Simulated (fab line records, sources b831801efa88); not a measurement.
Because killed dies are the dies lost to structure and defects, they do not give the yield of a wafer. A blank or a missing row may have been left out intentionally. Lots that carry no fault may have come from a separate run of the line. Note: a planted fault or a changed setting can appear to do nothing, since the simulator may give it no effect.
Which tool did it?	flow gf180mcu	12 lots with 36 wafers sampled at 3 steps, on a route of 602 steps

== WHAT EACH GAUGE READ, for each wafer ==
GF_V4_OVL_MEAS_15.
lot	measured	on	V4_OVL (nm)
L075	day 25 10:01	overlay-02	-8 -1 -8
L077	day 25 17:37	overlay-01	-5 2 6
L078	day 26 04:04	overlay-02	2 2 7
L081	day 26 21:22	overlay-01	-3 1 -2
L083	day 27 06:07	overlay-02	-1 2 -3
L085	day 28 05:04	overlay-01	1 -4 -5
L087	day 28 16:52	overlay-02	0 6 3
L089	day 29 11:46	overlay-01	-5 -5 -6
L091	day 29 21:22	overlay-01	6 -3 -7
L093	day 30 11:10	overlay-01	-3 1 3
L095	day 31 01:37	overlay-02	0 -5 -5
L097	day 31 08:40	overlay-01	6 3 5

== WHAT TOOL EACH LOT RAN ON (gives the tool, then ch and the chambers of the sampled wafers, and finally the start) ==
lot	GF_M3_METAL_ETCH_16	GF_V3_SPUTTER_22
L075	rie_metal-04 ch 0, day 22 10:20	pvd_sputter-03, day 23 11:55
L077	rie_metal-01 ch 0,1, day 22 19:30	pvd_sputter-02, day 23 19:58
L078	rie_metal-03 ch 0,1, day 23 05:05	pvd_sputter-03, day 24 06:26
L081	rie_metal-01 ch 0,1, day 24 01:26	pvd_sputter-03, day 25 01:28
L083	rie_metal-03 ch 0,1, day 24 10:42	pvd_sputter-02, day 25 10:07
L085	rie_metal-03 ch 0,1, day 25 11:03	pvd_sputter-02, day 26 10:29
L087	rie_metal-04 ch 0,1, day 26 00:36	pvd_sputter-03, day 26 23:10
L089	rie_metal-01 ch 0,1, day 26 17:00	pvd_sputter-01, day 27 16:50
L091	rie_metal-01 ch 1, day 27 06:34	pvd_sputter-02, day 28 03:19
L093	rie_metal-04 ch 0,1, day 27 20:58	pvd_sputter-02, day 28 18:19
L095	rie_metal-03 ch 0,1, day 28 13:30	pvd_sputter-03, day 29 10:07
L097	rie_metal-01 ch 0,1, day 28 19:57	pvd_sputter-01, day 29 16:55
- GF_M3_METAL_ETCH_16: etches the open film in Cl2/BCl3, stops on SiO2, target depth 627.5 nm, time 104.6 s.
- GF_V3_SPUTTER_22: material TiN, target thk 10 nm, time 40 s.

== THE ANSWER, worked out from the rows above alone ==
Rule: usual is defined by the lots themselves. Put in order of their means at a reading, lots are off if they are a third of the lots or fewer, leave a main group of 4 or more, and stand apart from it by a gap of 3 or more times the standard deviation of the main group's means; of several such gaps the widest counts. The tables above print the reading to a certain number of digits; a main group whose means all agree to those digits is not used. Also off: a lot with no number at a reading for which 4 or more lots have one. The other lots that the step has rows for count as sound.
Nothing can be told from this: no lot is off at any reading shown.

== WHAT THE SIMULATOR HAD PUT IN ==
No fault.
